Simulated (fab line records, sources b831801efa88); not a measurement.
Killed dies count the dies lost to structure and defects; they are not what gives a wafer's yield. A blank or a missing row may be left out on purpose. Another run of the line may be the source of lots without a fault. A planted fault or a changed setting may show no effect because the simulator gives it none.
Which tool was responsible? ; flow gf180mcu ; 39 wafers sampled from 13 lots at 1 step of a route of 602

## WHAT EACH GAUGE READ, for each wafer
GF_V5_CD_MEAS_14: the cd target is 260 nm.
lot;measured;on;cd_nm (nm)
L286;day 27 03:19;cd_sem-01;261.7 260.3 261.5
L287;day 27 13:16;cd_sem-02;260.1 259.7 259.6
L288;day 27 18:52;cd_sem-01;260.9 260.5 260.2
L289;day 28 13:37;cd_sem-02;261.1 262.2 261.6
L291;day 28 18:49;cd_sem-02;261.2 261.6 262.4
L292;day 29 04:19;cd_sem-02;259.4 259.4 259.5
L295;day 29 22:40;cd_sem-02;259.7 260.3 261.0
L299;day 31 05:56;cd_sem-01;259.9 260.9 261.5
L305;day 32 14:52;cd_sem-01;261.0 261.7 261.5
L306;day 32 21:34;cd_sem-01;260.5 259.5 259.1
L307;day 33 03:28;cd_sem-01;260.6 259.2 260.5
L308;day 33 09:38;cd_sem-01;262.0 261.5 262.1
L309;day 33 12:48;cd_sem-01;261.4 260.4 259.5

## WHICH TOOL RAN EACH LOT (tool, then ch and the chambers of the sampled wafers, then the start)
There is no process step in the record ahead of these readings.

## AS READ BY THE TOOLS THEMSELVES (means over the sampled wafers that have a number; for cases with no such wafer, the mark the record gives instead)
The record holds no such reading with a usual standard deviation.

## THE ANSWER, worked out from the rows above alone
Rule: usual is defined by the lots themselves. Put in order of their means at a reading, lots are off if they are a third of the lots or fewer, leave a main group of 4 or more, and stand apart from it by a gap of 3 or more times the standard deviation of the main group's means; of several such gaps the widest counts. If all means in a main group match to the digits the tables above print for the reading, that group is not used. Also off: a lot with no number at a reading for which 4 or more lots have one. Any other lot the step has rows for is counted as sound. After the gauges, taken in route order, come the tools' own readings; for these a lot's mean is taken, as printed above. The first step at which some lot is off is used, and at that step the reading that is off furthest; a lot without a number counts as furthest.
None of the lots is off at any reading shown; this tells nothing.

## WHAT THE SIMULATOR HAD PUT IN
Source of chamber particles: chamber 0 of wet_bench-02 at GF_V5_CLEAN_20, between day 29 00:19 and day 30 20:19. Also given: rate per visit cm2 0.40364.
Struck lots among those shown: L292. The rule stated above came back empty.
